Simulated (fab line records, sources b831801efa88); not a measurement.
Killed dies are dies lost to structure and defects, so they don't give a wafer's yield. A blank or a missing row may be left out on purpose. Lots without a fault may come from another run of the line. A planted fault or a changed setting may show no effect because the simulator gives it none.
Chamber matching | flow sky130 | SKY_CONTACT_ETCH_16 on rie_diel-01: 4 sister chambers
The step etches BARC in N2/H2, stops on SiO2, time 45.9 s, target depth 60 nm. 8 wafers are shown with their chamber, then 8 later ones without.

WAFERS WITH THEIR CHAMBER
wafer  | chamber | drypump_motor_current_A (A) | oes_product_au (a.u.)
L081.1 | 1       | 6.1                         | 0.856
L083.3 | 3       | 5.3                         | 0.850
L084.3 | 1       | 6.1                         | 0.844
L086.5 | 2       | 5.2                         | 0.855
L091.1 | 0       | 4.9                         | 0.859
L091.3 | 3       | 5.3                         | 0.859
L091.5 | 0       | 4.9                         | 0.864
L093.1 | 2       | 5.1                         | 0.847

WAFERS WITHOUT THEIR CHAMBER
wafer  | drypump_motor_current_A (A) | oes_product_au (a.u.)
L093.4 | 4.9                         | 0.853
L093.5 | 5.3                         | 0.844
L094.1 | 5.2                         | 0.851
L094.4 | 5.2                         | 0.860
L094.5 | 5.3                         | 0.859
L095.1 | 6.1                         | 0.857
L095.2 | 5.0                         | 0.861
L095.4 | 5.2                         | 0.852

WHICH CHAMBER EACH WENT THROUGH
wafer  | from the rows above     | in truth
L093.4 | 0                       | 0
L093.5 | 3                       | 3
L094.1 | can't be placed: 2 or 3 | 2
L094.4 | can't be placed: 2 or 3 | 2
L094.5 | 3                       | 3
L095.1 | 1                       | 1
L095.2 | can't be placed: 0 or 2 | 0
L095.4 | can't be placed: 2 or 3 | 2
Placed correctly: 4 of 8. Can't be placed from these rows: 4 (the true chamber is among the candidates in 4). Placed wrongly: 0.
How it was worked out, from the rows above alone: a wafer's distance from a chamber is the root of the sum, over the readings, of the square of ((its reading less the chamber's mean) divided by the reading's scatter). The wafer belongs to the nearest chamber; if the next one is less than 2 further off, it can't be placed. A chamber's mean is the mean of its shown wafers. The scatter: the root of (the sum of the squares of (reading less its chamber's mean) over the shown wafers, divided by (wafers less chambers)).
